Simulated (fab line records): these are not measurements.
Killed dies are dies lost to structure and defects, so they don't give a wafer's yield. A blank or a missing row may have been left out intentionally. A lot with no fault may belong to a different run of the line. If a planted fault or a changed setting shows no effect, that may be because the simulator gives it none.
fab line records + flow sky130
record
- lots=13
- wafers=38
- lastDay=50
route steps=708 shown POLY_GATE@236 LDD_P@264 LDD_HVP@285 PAD_OPEN@708
lots that met no fault: from a run of the same line without faults
startH: start of the lot's first displayed wafer, in hours after the record's first day + waitH: time in hours since the lot's previous step + " identical to the entry in the row above + L1.1+2: a single row standing in for several wafers + - either no value or no given start + * or withheld: withheld + < > ~ a bound
route shown NAME@n: names a module that has steps shown in the file, with the first one's number in the route + usual: mean and standard deviation over wafers with no fault + same: alike in all rows + chamber/n: place in a boat + sites: each site's reading + _std_site: how widely they spread, as a standard deviation + _edge_site: inner sites' mean taken away from outer sites' mean + radiusMm: for every site, how far away it sits from the centre of the wafer + mask NAME#n: copy n + behind: the tool/chamber that last shaped the wafer + hold: why the lot was held/for how many hours/how that ended + device: which transistor (n, p or np) failed to switch + end of line: the route-end tests of the same wafers + a step with no rows: only its recipe + killed: the dies lost at the first sort to structure and to defects; this is not the yield of the wafer + map: shows each die of a wafer: x if killed, . if not, _ if none is there
set.NAME: the setting that was run; set.NAME@STEP: the one run at that earlier step + model.NAME: the simulator's own value behind a step, which no gauge read
one table for each step of the route and one row for each wafer, over a sample of lots
services: the hour from which a tool's chamber was out of use, counted from the record's first day as startH (under 0 if before that day), plus the number of hours and why
## steps
# step SKY_POLY_GATE_CD_MEAS_22
# usual
- cdNm=149.9/2.3
| lot.wafer | tool     | chamber | startH | waitH | cdNm  |
|-----------|----------|---------|--------|-------|-------|
| L119.1    | cdSem-01 | -       | 382.26 | 0.1   | 149.7 |
| L119.2    | "        | -       | "      | "     | 148.0 |
| L119.3    | "        | -       | "      | "     | 146.0 |
| L120.2    | cdSem-01 | -       | 384.94 | 0.1   | 152.1 |
| L120.4    | "        | -       | "      | "     | 153.3 |
| L120.5    | "        | -       | "      | "     | 153.9 |
| L122.1    | cdSem-02 | -       | 396.37 | 0.1   | 150.4 |
| L122.4    | "        | -       | "      | "     | 153.2 |
| L122.5    | "        | -       | "      | "     | 149.5 |
| L124.1    | cdSem-02 | -       | 419.43 | 0.1   | 150.1 |
| L124.2    | "        | -       | "      | "     | 150.3 |
| L124.6    | "        | -       | "      | "     | 147.7 |
| L126.2    | cdSem-01 | -       | 435.78 | 0.1   | 150.3 |
| L126.3    | "        | -       | "      | "     | 149.8 |
| L126.4    | "        | -       | "      | "     | 154.0 |
| L128.4    | cdSem-01 | -       | 451.95 | 0.1   | 148.9 |
| L128.5    | "        | -       | "      | "     | 148.6 |
| L128.6    | "        | -       | "      | "     | 148.5 |
| L129.1    | cdSem-02 | -       | 472.28 | 0.1   | 148.4 |
| L129.3    | "        | -       | "      | "     | 149.0 |
| L129.5    | "        | -       | "      | "     | 150.9 |
| L130.2    | cdSem-02 | -       | 487.43 | 0.1   | 150.1 |
| L130.3    | "        | -       | "      | "     | 148.5 |
| L130.4    | "        | -       | "      | "     | 148.1 |
| L131.1    | cdSem-01 | -       | 493.45 | 0.1   | 147.8 |
| L131.3    | "        | -       | "      | "     | 151.4 |
| L131.5    | "        | -       | "      | "     | 148.7 |
| L135.1    | cdSem-01 | -       | 520.06 | 0.1   | 150.5 |
| L135.2    | "        | -       | "      | "     | 150.6 |
| L139.1    | cdSem-02 | -       | 542.76 | 0.1   | 150.1 |
| L139.5    | "        | -       | "      | "     | 149.8 |
| L139.6    | "        | -       | "      | "     | 151.5 |
| L141.1    | cdSem-01 | -       | 557.42 | 0.1   | 148.7 |
| L141.2    | "        | -       | "      | "     | 146.6 |
| L141.4    | "        | -       | "      | "     | 147.2 |
| L142.2    | cdSem-01 | -       | 567.81 | 0.1   | 146.0 |
| L142.4    | "        | -       | "      | "     | 151.1 |
| L142.6    | "        | -       | "      | "     | 147.3 |
# step SKY_LDD_P_IMPLANT_09
# recipe
- species=BF2
- energyKev=25
- doseCm2=1e+13
- tiltDeg=withheld
# usual
- faradayCurrentUA=56.4/0.99
| lot.wafer | tool         | chamber | startH | waitH | faradayCurrentUA |
|-----------|--------------|---------|--------|-------|------------------|
| L119.1    | implanter-01 | 0       | 443.47 | 0.0   | 56.1             |
| L119.2    | "            | 0       | "      | "     | 57.8             |
| L119.3    | "            | 0       | "      | "     | 57.2             |
| L120.2    | implanter-02 | 0       | 445.43 | 0.0   | 56.4             |
| L120.4    | "            | 0       | "      | "     | 56.5             |
| L120.5    | "            | 0       | "      | "     | 56.3             |
| L122.1    | implanter-01 | 0       | 458.26 | 0.0   | 57.7             |
| L122.4    | "            | 0       | "      | "     | 56.8             |
| L122.5    | "            | 0       | "      | "     | 55.2             |
| L124.1    | implanter-01 | 0       | 481.82 | 0.0   | 56.1             |
| L124.2    | "            | 0       | "      | "     | 56.0             |
| L124.6    | "            | 0       | "      | "     | 55.9             |
| L126.2    | implanter-02 | 0       | 498.67 | 0.0   | 56.0             |
| L126.3    | "            | 0       | "      | "     | 57.4             |
| L126.4    | "            | 0       | "      | "     | 55.7             |
| L128.4    | implanter-01 | 0       | 515.17 | 0.1   | 56.6             |
| L128.5    | "            | 0       | "      | "     | 55.9             |
| L128.6    | "            | 0       | "      | "     | 57.8             |
| L129.1    | implanter-01 | 0       | 534.75 | 0.0   | 57.8             |
| L129.3    | "            | 0       | "      | "     | 55.3             |
| L129.5    | "            | 0       | "      | "     | 56.1             |
| L130.2    | implanter-01 | 0       | 548.88 | 0.0   | 57.4             |
| L130.3    | "            | 0       | "      | "     | 57.4             |
| L130.4    | "            | 0       | "      | "     | 56.3             |
| L131.1    | implanter-03 | 0       | 554.31 | 0.0   | 54.2             |
| L131.3    | "            | 0       | "      | "     | 55.2             |
| L131.5    | "            | 0       | "      | "     | 53.6             |
| L135.1    | implanter-01 | 0       | 580.47 | 0.0   | 56.6             |
| L135.2    | "            | 0       | "      | "     | 57.2             |
| L139.1    | implanter-02 | 0       | 602.19 | 0.0   | 57.4             |
| L139.5    | "            | 0       | "      | "     | 54.9             |
| L139.6    | "            | 0       | "      | "     | 57.7             |
| L141.1    | implanter-02 | 0       | 618.16 | 0.0   | 55.3             |
| L141.2    | "            | 0       | "      | "     | 57.5             |
| L141.4    | "            | 0       | "      | "     | 56.0             |
| L142.2    | implanter-02 | 0       | 628.82 | 0.0   | 55.0             |
| L142.4    | "            | 0       | "      | "     | 56.8             |
| L142.6    | "            | 0       | "      | "     | 55.4             |
# step SKY_LDD_P_TW_MEAS_11
# usual
- LDD_P_TW=636.3/2.9
| lot.wafer | tool         | chamber | startH | waitH | LDD_P_TW |
|-----------|--------------|---------|--------|-------|----------|
| L119.1    | filmMetro-04 | -       | 443.72 | 0.1   | 630.3    |
| L119.2    | "            | -       | "      | "     | 631.4    |
| L119.3    | "            | -       | "      | "     | 631.3    |
| L120.2    | filmMetro-03 | -       | 445.67 | 0.1   | 636.3    |
| L120.4    | "            | -       | "      | "     | 636.4    |
| L120.5    | "            | -       | "      | "     | 638.2    |
| L122.1    | filmMetro-04 | -       | 458.66 | 0.2   | 635.4    |
| L122.4    | "            | -       | "      | "     | 635.3    |
| L122.5    | "            | -       | "      | "     | 636.8    |
| L124.1    | filmMetro-03 | -       | 482.07 | 0.1   | 636.5    |
| L124.2    | "            | -       | "      | "     | 636.8    |
| L124.6    | "            | -       | "      | "     | 637.4    |
| L126.2    | filmMetro-01 | -       | 498.90 | 0.1   | 639.8    |
| L126.3    | "            | -       | "      | "     | 635.2    |
| L126.4    | "            | -       | "      | "     | 633.3    |
| L128.4    | filmMetro-04 | -       | 515.37 | 0.1   | 636.8    |
| L128.5    | "            | -       | "      | "     | 634.6    |
| L128.6    | "            | -       | "      | "     | 636.0    |
| L129.1    | filmMetro-04 | -       | 535.00 | 0.1   | 638.0    |
| L129.3    | "            | -       | "      | "     | 632.0    |
| L129.5    | "            | -       | "      | "     | 635.4    |
| L130.2    | filmMetro-04 | -       | 549.12 | 0.1   | 629.9    |
| L130.3    | "            | -       | "      | "     | 635.1    |
| L130.4    | "            | -       | "      | "     | 633.6    |
| L131.1    | filmMetro-01 | -       | 554.56 | 0.1   | 634.7    |
| L131.3    | "            | -       | "      | "     | 633.7    |
| L131.5    | "            | -       | "      | "     | 637.1    |
| L135.1    | filmMetro-04 | -       | 580.72 | 0.1   | 591.7    |
| L135.2    | "            | -       | "      | "     | 634.6    |
| L139.1    | filmMetro-04 | -       | 602.44 | 0.1   | 636.0    |
| L139.5    | "            | -       | "      | "     | 634.6    |
| L139.6    | "            | -       | "      | "     | 636.3    |
| L141.1    | filmMetro-01 | -       | 618.41 | 0.1   | 633.4    |
| L141.2    | "            | -       | "      | "     | 635.3    |
| L141.4    | "            | -       | "      | "     | 637.8    |
| L142.2    | filmMetro-03 | -       | 629.05 | 0.1   | 640.8    |
| L142.4    | "            | -       | "      | "     | 640.0    |
| L142.6    | "            | -       | "      | "     | 637.2    |
# step SKY_LDD_HVP_OVL_MEAS_07
# usual
- LDD_HVP_OVL=0.4/1.3
| lot.wafer | tool       | chamber | startH | waitH | LDD_HVP_OVL[nm] |
|-----------|------------|---------|--------|-------|-----------------|
| L119.1    | overlay-01 | -       | 505.30 | 0.1   | -0.4            |
| L119.2    | "          | -       | "      | "     | 1.0             |
| L119.3    | "          | -       | "      | "     | 0.7             |
| L120.2    | overlay-01 | -       | 507.36 | 0.1   | 1.0             |
| L120.4    | "          | -       | "      | "     | -0.6            |
| L120.5    | "          | -       | "      | "     | -1.1            |
| L122.1    | overlay-01 | -       | 519.65 | 0.1   | 0.9             |
| L122.4    | "          | -       | "      | "     | -1.8            |
| L122.5    | "          | -       | "      | "     | -2.9            |
| L124.1    | overlay-01 | -       | 542.40 | 0.1   | 0.3             |
| L124.2    | "          | -       | "      | "     | -1.9            |
| L124.6    | "          | -       | "      | "     | -2.3            |
| L126.2    | overlay-01 | -       | 559.53 | 0.1   | -0.7            |
| L126.3    | "          | -       | "      | "     | 0.8             |
| L126.4    | "          | -       | "      | "     | -1.4            |
| L128.4    | overlay-02 | -       | 575.17 | 0.1   | 2.0             |
| L128.5    | "          | -       | "      | "     | -0.2            |
| L128.6    | "          | -       | "      | "     | 0.2             |
| L129.1    | overlay-02 | -       | 593.66 | 0.1   | 2.7             |
| L129.3    | "          | -       | "      | "     | 0.7             |
| L129.5    | "          | -       | "      | "     | 0.2             |
| L130.2    | overlay-01 | -       | 608.67 | 0.1   | 1.3             |
| L130.3    | "          | -       | "      | "     | -0.1            |
| L130.4    | "          | -       | "      | "     | 0.1             |
| L131.1    | overlay-01 | -       | 614.26 | 0.1   | -0.2            |
| L131.3    | "          | -       | "      | "     | 1.5             |
| L131.5    | "          | -       | "      | "     | 0.4             |
| L135.1    | overlay-02 | -       | 639.23 | 0.1   | -0.5            |
| L135.2    | "          | -       | "      | "     | 2.5             |
| L139.1    | overlay-01 | -       | 659.50 | 0.1   | 0.8             |
| L139.5    | "          | -       | "      | "     | 1.1             |
| L139.6    | "          | -       | "      | "     | -1.3            |
| L141.1    | overlay-01 | -       | 676.01 | 0.1   | 2.2             |
| L141.2    | "          | -       | "      | "     | -0.3            |
| L141.4    | "          | -       | "      | "     | -0.2            |
| L142.2    | overlay-02 | -       | 684.33 | 0.1   | 2.2             |
| L142.4    | "          | -       | "      | "     | 1.8             |
| L142.6    | "          | -       | "      | "     | 2.6             |
# step SKY_LDD_HVP_TW_MEAS_10
# usual
- LDD_HVP_TW=455.2/2.7
| lot.wafer | tool         | chamber | startH | waitH | LDD_HVP_TW |
|-----------|--------------|---------|--------|-------|------------|
| L119.1    | filmMetro-02 | -       | 505.59 | 0.1   | 453.1      |
| L119.2    | "            | -       | "      | "     | 453.3      |
| L119.3    | "            | -       | "      | "     | 451.4      |
| L120.2    | filmMetro-02 | -       | 507.65 | 0.1   | 453.0      |
| L120.4    | "            | -       | "      | "     | 453.4      |
| L120.5    | "            | -       | "      | "     | 454.8      |
| L122.1    | filmMetro-04 | -       | 519.94 | 0.1   | 455.0      |
| L122.4    | "            | -       | "      | "     | 459.1      |
| L122.5    | "            | -       | "      | "     | 454.6      |
| L124.1    | filmMetro-01 | -       | 542.69 | 0.1   | 459.6      |
| L124.2    | "            | -       | "      | "     | 457.0      |
| L124.6    | "            | -       | "      | "     | 456.6      |
| L126.2    | filmMetro-02 | -       | 559.82 | 0.1   | 454.0      |
| L126.3    | "            | -       | "      | "     | 450.8      |
| L126.4    | "            | -       | "      | "     | 451.1      |
| L128.4    | filmMetro-01 | -       | 575.47 | 0.1   | 458.4      |
| L128.5    | "            | -       | "      | "     | 457.1      |
| L128.6    | "            | -       | "      | "     | 457.0      |
| L129.1    | filmMetro-02 | -       | 593.95 | 0.1   | 450.2      |
| L129.3    | "            | -       | "      | "     | 451.5      |
| L129.5    | "            | -       | "      | "     | 449.3      |
| L130.2    | filmMetro-02 | -       | 608.96 | 0.1   | 453.4      |
| L130.3    | "            | -       | "      | "     | 451.2      |
| L130.4    | "            | -       | "      | "     | 452.2      |
| L131.1    | filmMetro-01 | -       | 614.55 | 0.1   | 455.7      |
| L131.3    | "            | -       | "      | "     | 459.2      |
| L131.5    | "            | -       | "      | "     | 454.7      |
| L135.1    | filmMetro-01 | -       | 639.51 | 0.1   | 458.2      |
| L135.2    | "            | -       | "      | "     | 460.6      |
| L139.1    | filmMetro-02 | -       | 659.79 | 0.1   | 457.2      |
| L139.5    | "            | -       | "      | "     | 455.1      |
| L139.6    | "            | -       | "      | "     | 453.7      |
| L141.1    | filmMetro-01 | -       | 676.30 | 0.1   | 456.7      |
| L141.2    | "            | -       | "      | "     | 456.0      |
| L141.4    | "            | -       | "      | "     | 457.0      |
| L142.2    | filmMetro-04 | -       | 684.62 | 0.1   | 456.5      |
| L142.4    | "            | -       | "      | "     | 458.8      |
| L142.6    | "            | -       | "      | "     | 460.4      |
# step SKY_PAD_OPEN_PROBE_99
# usual
- killed_at_M0_to_M3=44/6.9
- killed_at_M4_up=3.3/2.1
- killedAtContacts=24/4.8
- killedAtFrontEnd=15/4.4
- killedAtOther=0.2/0.48
- killedDies=87/9.5
- killedOpen=48/6.5
- killedShort=39/6.3
# same
- grossDies=492
- killedAtBackSide=0
| lot.wafer | tool      | chamber | startH  | waitH | killed_at_M0_to_M3 | killed_at_M4_up | killedAtContacts | killedAtFrontEnd | killedAtOther | killedDies | killedOpen | killedShort |
|-----------|-----------|---------|---------|-------|--------------------|-----------------|------------------|------------------|---------------|------------|------------|-------------|
| L124.1    | prober-01 | -       | 1106.57 | 0.1   | 41                 | 3               | 20               | 11               | 0             | 75         | 46         | 29          |
| L124.2    | prober-01 | -       | 1106.62 | 0.1   | 54                 | 4               | 23               | 11               | 0             | 92         | 53         | 38          |
| L124.6    | prober-01 | -       | 1106.82 | 0.2   | 45                 | 4               | 19               | 20               | 0             | 88         | 46         | 42          |
| L129.1    | prober-02 | -       | 1141.04 | 0.1   | 36                 | 3               | 33               | 16               | 1             | 89         | 42         | 47          |
| L129.3    | prober-02 | -       | 1141.14 | 0.2   | 47                 | 2               | 22               | 20               | 0             | 91         | 50         | 41          |
| L129.5    | prober-02 | -       | 1141.24 | 0.2   | 50                 | 1               | 21               | 19               | 0             | 91         | 51         | 39          |
| L130.2    | prober-01 | -       | 1152.20 | 0.1   | 44                 | 5               | 22               | 15               | 0             | 86         | 50         | 36          |
| L130.3    | prober-01 | -       | 1152.25 | 0.2   | 40                 | 2               | 26               | 12               | 0             | 80         | 43         | 37          |
| L130.4    | prober-01 | -       | 1152.30 | 0.2   | 50                 | 6               | 20               | 15               | 0             | 91         | 50         | 41          |
| L131.1    | prober-02 | -       | 1153.50 | 0.1   | 39                 | 9               | 22               | 20               | 1             | 91         | 46         | 44          |
| L131.3    | prober-02 | -       | 1153.60 | 0.2   | 36                 | 2               | 28               | 16               | 0             | 82         | 43         | 39          |
| L131.5    | prober-02 | -       | 1153.70 | 0.2   | 36                 | 4               | 22               | 17               | 0             | 79         | 44         | 35          |
| L142.2    | prober-01 | -       | 1196.79 | 0.1   | 34                 | 2               | 14               | 18               | 0             | 68         | 34         | 34          |
| L142.4    | prober-01 | -       | 1196.89 | 0.2   | 34                 | 3               | 22               | 12               | 0             | 71         | 45         | 26          |
| L142.6    | prober-01 | -       | 1196.99 | 0.2   | 40                 | 2               | 17               | 17               | 0             | 76         | 38         | 38          |
# killed by level:class
L124.1 VIA1:geometricParticle:open=16 CONTACT:geometricParticle:open=9 VIA3:geometricParticle:open=5 POLY_GATE:geometricParticle:short=4 LOCAL_INTERCONNECT:geometricParticle:short=4 METAL1:geometricParticle:short=4 VIA1:geometricParticle:short=4 FIELD_ISO:geometricParticle:open=3
L124.2 VIA1:geometricParticle:open=12 VIA3:geometricParticle:open=10 CONTACT:geometricParticle:open=9 VIA2:geometricParticle:open=7 METAL1:geometricParticle:short=7 VIA1:geometricParticle:short=6 LI_CONTACT:geometricParticle:open=5 CONTACT:geometricParticle:short=4
L124.6 VIA1:geometricParticle:open=9 VIA3:geometricParticle:open=9 METAL2:geometricParticle:short=7 CONTACT:geometricParticle:open=6 VIA1:geometricParticle:short=6 LI_CONTACT:geometricParticle:open=5 FIELD_ISO:geometricParticle:open=4 FIELD_ISO:geometricParticle:short=4
L129.1 CONTACT:geometricParticle:open=14 LOCAL_INTERCONNECT:geometricParticle:short=7 VIA1:geometricParticle:short=7 VIA2:geometricParticle:open=6 METAL1:geometricParticle:short=6 LI_CONTACT:geometricParticle:open=5 CONTACT:geometricParticle:short=5 FIELD_ISO:geometricParticle:open=4
L129.3 VIA3:geometricParticle:open=9 VIA1:geometricParticle:open=9 VIA1:geometricParticle:short=8 LOCAL_INTERCONNECT:geometricParticle:short=7 CONTACT:geometricParticle:open=7 POLY_GATE:geometricParticle:open=6 FIELD_ISO:geometricParticle:short=5 FIELD_ISO:geometricParticle:open=4
L129.5 VIA1:geometricParticle:open=13 VIA2:geometricParticle:open=8 FIELD_ISO:geometricParticle:open=6 LI_CONTACT:geometricParticle:open=6 VIA2:geometricParticle:short=6 VIA3:geometricParticle:open=6 FIELD_ISO:geometricParticle:short=5 METAL1:geometricParticle:short=5
L130.2 VIA3:geometricParticle:open=10 VIA1:geometricParticle:open=8 FIELD_ISO:geometricParticle:open=6 FIELD_ISO:geometricParticle:short=6 LI_CONTACT:geometricParticle:open=6 VIA2:geometricParticle:open=6 CONTACT:geometricParticle:open=6 METAL1:geometricParticle:short=4
L130.3 VIA1:geometricParticle:open=10 LI_CONTACT:geometricParticle:open=8 CONTACT:geometricParticle:open=7 VIA1:geometricParticle:short=6 VIA3:geometricParticle:open=5 POLY_GATE:geometricParticle:short=4 LOCAL_INTERCONNECT:geometricParticle:short=4 METAL1:geometricParticle:short=4
L130.4 VIA1:geometricParticle:open=9 CONTACT:geometricParticle:open=7 METAL1:geometricParticle:short=7 VIA3:geometricParticle:open=7 POLY_GATE:geometricParticle:open=6 VIA2:geometricParticle:open=6 CONTACT:geometricParticle:short=5 VIA1:geometricParticle:short=5
L131.1 VIA1:geometricParticle:open=11 LI_CONTACT:geometricParticle:open=8 FIELD_ISO:geometricParticle:short=7 CONTACT:geometricParticle:open=7 METAL4:geometricParticle:short=7 FIELD_ISO:geometricParticle:open=6 METAL2:geometricParticle:short=6 METAL1:geometricParticle:short=6
L131.3 CONTACT:geometricParticle:open=11 VIA1:geometricParticle:open=10 FIELD_ISO:geometricParticle:short=8 LI_CONTACT:geometricParticle:open=6 METAL1:geometricParticle:short=6 CONTACT:geometricParticle:short=5 FIELD_ISO:geometricParticle:open=4 VIA1:geometricParticle:short=4
L131.5 VIA2:geometricParticle:open=10 VIA1:geometricParticle:open=9 CONTACT:geometricParticle:open=8 FIELD_ISO:geometricParticle:short=6 LOCAL_INTERCONNECT:geometricParticle:short=6 VIA3:geometricParticle:open=6 CONTACT:geometricParticle:short=4 FIELD_ISO:geometricParticle:open=3
L142.2 VIA1:geometricParticle:open=10 CONTACT:geometricParticle:open=7 METAL2:geometricParticle:short=6 VIA3:geometricParticle:open=5 POLY_GATE:geometricParticle:short=4 POLY_GATE:geometricParticle:open=4 CONTACT:geometricParticle:short=4 VIA1:geometricParticle:short=4
L142.4 CONTACT:geometricParticle:open=12 VIA1:geometricParticle:open=11 VIA2:geometricParticle:open=6 VIA1:geometricParticle:short=4 FIELD_ISO:geometricParticle:open=3 CONTACT:geometricParticle:short=3 POLY_GATE:geometricParticle:open=3 SPACER:geometricParticle:open=3
L142.6 VIA1:geometricParticle:open=14 CONTACT:geometricParticle:open=7 VIA1:geometricParticle:short=5 FIELD_ISO:geometricParticle:short=4 POLY_GATE:geometricParticle:open=4 CONTACT:geometricParticle:short=4 METAL2:geometricParticle:short=4 VIA2:geometricParticle:open=4
## services
| tool         | chamber | startH | hours | kind   |
|--------------|---------|--------|-------|--------|
| implanter-01 | -       | 422.07 | 3.0   | pm     |
| implanter-02 | -       | 426.00 | 6.0   | pm     |
| implanter-01 | -       | 431.78 | 1.7   | repair |
| implanter-02 | -       | 464.06 | 18.3  | repair |
| implanter-03 | -       | 471.68 | 1.4   | repair |
| implanter-03 | -       | 473.06 | 4.5   | pm     |
| implanter-02 | -       | 496.23 | 1.7   | repair |
| implanter-01 | -       | 498.10 | 1.0   | repair |
| implanter-02 | -       | 499.55 | 3.0   | repair |
| implanter-01 | -       | 533.07 | 1.1   | repair |
| implanter-03 | -       | 535.62 | 2.8   | repair |
| implanter-03 | -       | 569.14 | 2.4   | repair |
| implanter-03 | -       | 597.18 | 5.1   | pm     |
| implanter-01 | -       | 618.12 | 2.2   | repair |
## key
firstSign
- step=SKY_LDD_P_TW_MEAS_11
- reading=LDD_P_TW
- direction=down
- sigmas=15
- usual=636.3
- struck=591.7
effect none on later readings
metAt SKY_LDD_P_IMPLANT_09
struckLots L135
struckWafers L135.1
testerLeftOut L135
notActingAt SKY_POLY_GATE_CD_MEAS_22,SKY_LDD_HVP_OVL_MEAS_07,SKY_LDD_HVP_TW_MEAS_10
onsetBetween 548.88 580.47
fault
- kind=processParameterDrift
- tool=implanter-01
- chamber=-
- onsetH=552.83
- steps=SKY_LDD_P_IMPLANT_09
- channel=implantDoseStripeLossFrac
- offset=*
- shape=step
- endH=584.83
- scope=struckWafersOnly
# testerLeftOut: of these lots the tester's yield and bins aren't shown, on N5 and GAA mostly nor the transistor test; their killed dies are dies lost to structure and defects alone, not to doping, threshold or leakage, so they don't give the yield
